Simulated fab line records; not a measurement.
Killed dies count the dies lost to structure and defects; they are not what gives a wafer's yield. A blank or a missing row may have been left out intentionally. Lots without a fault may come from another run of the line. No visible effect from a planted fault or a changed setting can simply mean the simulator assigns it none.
A lot that was struck, set against a sound lot ; flow sfq-line ; 15 steps out of a route of 325
Sound: wafers L999.3, L999.4, L999.6. Struck: wafer L993.1 (left out: L993.3, a lot-mate that was not struck); the cause follows at the end.
At each step with rows: each side's tool, then ch and its chambers, then its first start. Under that, the readings that differ: sound wafers ; struck wafers ; difference of the means ; sigmas: that difference in standard deviations of wafers without a fault.
alike: readings whose means differ by less than 2 such deviations, and words and numbers that are the same on both sides. not compared: withheld readings, readings that some wafer has no value for, bounds like >300 that may hide the same value, and numbers for which the record gives no deviation and whose values overlap.
A row with sigmas, a row that says differs or no value, or rows on one side alone: a step with any of these is where the two part. Numbers that don't overlap but have no deviation are shown without sigmas and don't part them. Lack of a reading on every wafer of one side parts them only where that side has two or more wafers.

first, 1 step without rows for these wafers: SFQ_TRILAYER_M7_STRIP_SOLV_CLEAN_182 (cleans in NMP, time 600 s).
SFQ_TRILAYER_I7_DEP_PECVD_183: deposits SiO2 from SiH4/N2O, time 111.11 s, target thk 500 nm.
  sound on pecvd-02 ch 1,2, day 76 11:02; struck on pecvd-01 ch 2, day 74 15:50
  alike: heater-power-w, showerhead-vpp-V, throttle-valve-pct
SFQ_TRILAYER_I7_CMP_CMP_184: polishes SiO2.
  sound on cmp-01 ch 2,3, day 76 13:28; struck on cmp-02 ch 2, day 74 23:37
  alike: motor-current-A, time-to-endpoint-s
SFQ_I7_BOW_MEAS_946:
  struck on film-metro-03, day 75 01:07; sound on film-metro-02, day 76 16:44
reading;sound;struck;difference;sigmas
I7_BOW (um);27 31 20;-3;-29;-3
SFQ_TRILAYER_I7_METRO_MEASURE_185:
  struck on film-metro-03, day 75 01:14; sound on film-metro-02, day 76 17:13
  alike: thk-nm
then, 6 steps without rows for these wafers: SFQ_TRILAYER_I7_VIA_LITHO_COAT_192 (resist thk 62 nm); SFQ_TRILAYER_I7_VIA_LITHO_COAT_187 (resist thk 650 nm); SFQ_TRILAYER_I7_VIA_LITHO_SOFTBAKE_191; SFQ_TRILAYER_I7_VIA_LITHO_EXPOSE_188 (exposes mask I7, target cd 1000 nm); SFQ_TRILAYER_I7_VIA_LITHO_PEB_190 (peb time 60 s); SFQ_TRILAYER_I7_VIA_LITHO_DEVELOP_189 (time 60 s).
-- the record jumps here: 4 days lie between the struck wafers' starts before and after --
SFQ_I7_OVL_MEAS_947:
  struck on overlay-02, day 79 10:58; sound on overlay-01, day 80 16:59
  alike: I7_OVL
SFQ_TRILAYER_I7_VIA_BARC_OPEN_VIA_ETCH_260: etches BARC in O2, target depth 125 nm, time 41.7 s.
  sound on rie-diel-04 ch 2,3, day 80 17:01; struck on rie-diel-02 ch 0, day 79 11:00
reading;sound;struck;difference;sigmas
model.KrF_of_TRILAYER_I7_VIA_LITHO_COAT_187.thk-nm (nm);574.8 576 574.6;599;+24;
  alike: drypump-motor-current-A, oes-product-au
  not compared: rf-hours-counter-h
SFQ_TRILAYER_I7_VIA_ETCH_VIA_ETCH_190: etches SiO2 in CHF3, stops on Nb, target depth 260 nm.
  sound on rie-diel-04 ch 2,3, day 80 17:03; struck on rie-diel-02 ch 0, day 79 11:02
reading;sound;struck;difference;sigmas
model.KrF_of_TRILAYER_I7_VIA_LITHO_COAT_187.thk-nm (nm);529.7 531.2 529.9;553.5;+23.2;
  alike: drypump-motor-current-A, oes-product-au
SFQ_TRILAYER_I7_VIA_STRIP_STRIP_191: strips in O2.
  sound on rie-metal-01 ch 0,1, day 80 17:22; struck on rie-metal-04 ch 1, day 79 11:09
reading;sound;struck;difference;sigmas
rf-hours-counter-h (h);- - -;57;no value on the sound wafers;
  alike: drypump-motor-current-A, oes-product-au

== WHERE THEY PART ==
Earliest at SFQ_I7_BOW_MEAS_946; latest, in this record, at SFQ_TRILAYER_I7_VIA_STRIP_STRIP_191.

WHY: the cause the simulator had injected
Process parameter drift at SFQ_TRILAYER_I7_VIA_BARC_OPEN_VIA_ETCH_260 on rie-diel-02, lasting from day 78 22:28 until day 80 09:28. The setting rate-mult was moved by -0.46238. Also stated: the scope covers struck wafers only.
